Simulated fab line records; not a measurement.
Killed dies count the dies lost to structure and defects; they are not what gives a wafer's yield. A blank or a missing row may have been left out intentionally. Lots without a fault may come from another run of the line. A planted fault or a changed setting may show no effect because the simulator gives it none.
Which tool did it? || flow gf180mcu || 42 wafers from 14 lots sampled at 4 of the route's 602 steps

## WHAT THE GAUGES READ, wafer by wafer
GF_VT_IMPLANT_TW_MEAS_10.
{"lot": "L591", "measured": "day 5 16:32", "on": "film metro-02", "VT_IMPLANT_TW": "564 568 570"}
{"lot": "L593", "measured": "day 6 01:59", "on": "film metro-03", "VT_IMPLANT_TW": "573 566 571"}
{"lot": "L595", "measured": "day 6 14:44", "on": "film metro-02", "VT_IMPLANT_TW": "568 571 568"}
{"lot": "L596", "measured": "day 7 03:04", "on": "film metro-03", "VT_IMPLANT_TW": "567 572 568"}
{"lot": "L597", "measured": "day 7 06:11", "on": "film metro-02", "VT_IMPLANT_TW": "568 568 571"}
{"lot": "L598", "measured": "day 7 12:19", "on": "film metro-01", "VT_IMPLANT_TW": "575 572 574"}
{"lot": "L599", "measured": "day 7 18:01", "on": "film metro-02", "VT_IMPLANT_TW": "572 571 570"}
{"lot": "L600", "measured": "day 8 02:22", "on": "film metro-02", "VT_IMPLANT_TW": "570 570 570"}
{"lot": "L608", "measured": "day 10 00:47", "on": "film metro-03", "VT_IMPLANT_TW": "570 573 574"}
{"lot": "L609", "measured": "day 10 07:40", "on": "film metro-01", "VT_IMPLANT_TW": "576 573 571"}
{"lot": "L610", "measured": "day 10 17:34", "on": "film metro-03", "VT_IMPLANT_TW": "570 571 574"}
{"lot": "L612", "measured": "day 11 03:22", "on": "film metro-02", "VT_IMPLANT_TW": "569 569 571"}
{"lot": "L613", "measured": "day 11 09:26", "on": "film metro-02", "VT_IMPLANT_TW": "569 567 568"}
{"lot": "L614", "measured": "day 11 13:58", "on": "film metro-03", "VT_IMPLANT_TW": "569 569 572"}

GF_PSD_OVL_MEAS_08.
{"lot": "L591", "measured": "day 14 06:34", "on": "overlay-02", "PSD_OVL (nm)": "-2.0 -0.6 -1.9"}
{"lot": "L593", "measured": "day 14 21:26", "on": "overlay-02", "PSD_OVL (nm)": "1.6 -0.2 0.5"}
{"lot": "L595", "measured": "day 15 16:02", "on": "overlay-01", "PSD_OVL (nm)": "-0.7 0.8 0.9"}
{"lot": "L596", "measured": "day 16 09:38", "on": "overlay-02", "PSD_OVL (nm)": "-0.8 -2.3 -1.7"}
{"lot": "L597", "measured": "day 16 16:37", "on": "overlay-01", "PSD_OVL (nm)": "-0.6 -0.6 -1.8"}
{"lot": "L598", "measured": "day 16 23:07", "on": "overlay-01", "PSD_OVL (nm)": "-1.1 -2.4 1.5"}
{"lot": "L599", "measured": "day 17 02:05", "on": "overlay-02", "PSD_OVL (nm)": "2.0 -1.1 -1.8"}
{"lot": "L600", "measured": "day 17 14:46", "on": "overlay-01", "PSD_OVL (nm)": "0.7 0.4 0.3"}
{"lot": "L608", "measured": "day 20 06:29", "on": "overlay-02", "PSD_OVL (nm)": "-1.0 -0.4 -1.1"}
{"lot": "L609", "measured": "day 20 13:13", "on": "overlay-01", "PSD_OVL (nm)": "-1.5 -0.7 -0.1"}
{"lot": "L610", "measured": "day 21 03:31", "on": "overlay-02", "PSD_OVL (nm)": "0.1 0.6 -1.8"}
{"lot": "L612", "measured": "day 21 16:54", "on": "overlay-01", "PSD_OVL (nm)": "1.3 0.9 -1.1"}
{"lot": "L613", "measured": "day 22 01:04", "on": "overlay-02", "PSD_OVL (nm)": "-1.7 -0.8 -1.3"}
{"lot": "L614", "measured": "day 22 06:19", "on": "overlay-02", "PSD_OVL (nm)": "-1.1 0.3 -0.2"}

GF_CONTACT_THK_MEAS_26: measures by xrf.
{"lot": "L591", "measured": "day 16 05:15", "on": "film metro-02", "CONTACT_W_THK (nm)": "292 286 286"}
{"lot": "L593", "measured": "day 16 21:02", "on": "film metro-02", "CONTACT_W_THK (nm)": "289 289 291"}
{"lot": "L595", "measured": "day 17 19:41", "on": "film metro-02", "CONTACT_W_THK (nm)": "290 291 288"}
{"lot": "L596", "measured": "day 18 08:29", "on": "film metro-02", "CONTACT_W_THK (nm)": "284 287 282"}
{"lot": "L597", "measured": "day 18 16:33", "on": "film metro-01", "CONTACT_W_THK (nm)": "286 281 284"}
{"lot": "L600", "measured": "day 19 17:17", "on": "film metro-02", "CONTACT_W_THK (nm)": "285 286 284"}
{"lot": "L608", "measured": "day 22 09:26", "on": "film metro-02", "CONTACT_W_THK (nm)": "288 287 289"}
{"lot": "L609", "measured": "day 22 15:39", "on": "film metro-04", "CONTACT_W_THK (nm)": "286 285 284"}
{"lot": "L610", "measured": "day 23 05:55", "on": "film metro-02", "CONTACT_W_THK (nm)": "290 286 288"}
{"lot": "L612", "measured": "day 23 18:17", "on": "film metro-02", "CONTACT_W_THK (nm)": "293 288 289"}
{"lot": "L613", "measured": "day 24 00:19", "on": "film metro-04", "CONTACT_W_THK (nm)": "279 282 282"}
{"lot": "L614", "measured": "day 24 07:17", "on": "film metro-01", "CONTACT_W_THK (nm)": "284 285 283"}

## TOOL THAT RAN EACH LOT (tool first, then ch and the chambers of the sampled wafers, then the start)
{"lot": "L591", "GF_SAB_DEVELOP_08": "litho track-01 ch 0, day 15 04:21"}
{"lot": "L593", "GF_SAB_DEVELOP_08": "litho track-04 ch 0, day 15 19:57"}
{"lot": "L595", "GF_SAB_DEVELOP_08": "litho track-02 ch 0, day 16 15:17"}
{"lot": "L596", "GF_SAB_DEVELOP_08": "litho track-01 ch 0, day 17 07:27"}
{"lot": "L597", "GF_SAB_DEVELOP_08": "litho track-04 ch 0, day 17 14:51"}
{"lot": "L598", "GF_SAB_DEVELOP_08": "litho track-01, day 17 21:39"}
{"lot": "L599", "GF_SAB_DEVELOP_08": "litho track-02, day 18 00:38"}
{"lot": "L600", "GF_SAB_DEVELOP_08": "litho track-01 ch 0, day 18 14:41"}
{"lot": "L608", "GF_SAB_DEVELOP_08": "litho track-01 ch 0, day 21 06:24"}
{"lot": "L609", "GF_SAB_DEVELOP_08": "litho track-01 ch 0, day 21 13:45"}
{"lot": "L610", "GF_SAB_DEVELOP_08": "litho track-01 ch 0, day 22 04:03"}
{"lot": "L612", "GF_SAB_DEVELOP_08": "litho track-01 ch 0, day 22 16:48"}
{"lot": "L613", "GF_SAB_DEVELOP_08": "litho track-01 ch 0, day 22 23:27"}
{"lot": "L614", "GF_SAB_DEVELOP_08": "litho track-04 ch 0, day 23 05:59"}
- GF_SAB_DEVELOP_08: develop time 60 s.

## AS READ BY THE TOOLS THEMSELVES (means over the sampled wafers that have a number; for cases with no such wafer, the mark the record gives instead)
GF_SAB_DEVELOP_08.
{"lot": "L591", "tool": "litho track-01", "chill plate temp C (C)": 22.99, "developer temp C (C)": 23.02, "exhaust pa (Pa)": 45.3}
{"lot": "L593", "tool": "litho track-04", "chill plate temp C (C)": 22.95, "developer temp C (C)": 23.14, "exhaust pa (Pa)": 44.6}
{"lot": "L595", "tool": "litho track-02", "chill plate temp C (C)": 23.07, "developer temp C (C)": 23.04, "exhaust pa (Pa)": 44.9}
{"lot": "L596", "tool": "litho track-01", "chill plate temp C (C)": 23.00, "developer temp C (C)": 23.10, "exhaust pa (Pa)": 45.7}
{"lot": "L597", "tool": "litho track-04", "chill plate temp C (C)": 23.01, "developer temp C (C)": 22.91, "exhaust pa (Pa)": 44.8}
{"lot": "L598", "tool": "litho track-01", "chill plate temp C (C)": "-", "developer temp C (C)": "-", "exhaust pa (Pa)": "-"}
{"lot": "L599", "tool": "litho track-02", "chill plate temp C (C)": "-", "developer temp C (C)": "-", "exhaust pa (Pa)": "-"}
{"lot": "L600", "tool": "litho track-01", "chill plate temp C (C)": 22.98, "developer temp C (C)": 22.81, "exhaust pa (Pa)": 44.9}
{"lot": "L608", "tool": "litho track-01", "chill plate temp C (C)": 22.93, "developer temp C (C)": 23.00, "exhaust pa (Pa)": 45.0}
{"lot": "L609", "tool": "litho track-01", "chill plate temp C (C)": 22.94, "developer temp C (C)": 23.02, "exhaust pa (Pa)": 46.2}
{"lot": "L610", "tool": "litho track-01", "chill plate temp C (C)": 23.15, "developer temp C (C)": 22.99, "exhaust pa (Pa)": 45.6}
{"lot": "L612", "tool": "litho track-01", "chill plate temp C (C)": 22.93, "developer temp C (C)": 22.89, "exhaust pa (Pa)": 43.9}
{"lot": "L613", "tool": "litho track-01", "chill plate temp C (C)": 23.11, "developer temp C (C)": 23.01, "exhaust pa (Pa)": 46.2}
{"lot": "L614", "tool": "litho track-04", "chill plate temp C (C)": 23.01, "developer temp C (C)": 22.95, "exhaust pa (Pa)": 44.5}

## THE ANSWER, worked out from the rows above alone
Rule: usual is defined by the lots themselves. Put in order of their means at a reading, lots are off if they are a third of the lots or fewer, leave a main group of 4 or more, and stand apart from it by a gap of 3 or more times the standard deviation of the main group's means; of several such gaps the widest counts. A main group is skipped when, at the precision printed for the reading in the tables above, its means are all equal. Also off: a lot with no number at a reading for which 4 or more lots have one. Any other lot the step has rows for is counted as sound. Order of review: gauges by route order, followed by the tools' own readings, for which a lot's mean as printed above is used. At the first step where some lot is off, the reading lying furthest off is the one used; lots without a number count as furthest.
Off, at GF_SAB_DEVELOP_08 on chill plate temp C: L598, L599. Without a number there: L598, L599. The main group has a mean of 23.01 C with a standard deviation of 0.068.
If a tool, at that step or one of the process steps before it, ran each lot that is off and ran no sound lot following the first of them, it fits. Not one of the candidates tried fits.

## WHAT THE SIMULATOR PUT IN
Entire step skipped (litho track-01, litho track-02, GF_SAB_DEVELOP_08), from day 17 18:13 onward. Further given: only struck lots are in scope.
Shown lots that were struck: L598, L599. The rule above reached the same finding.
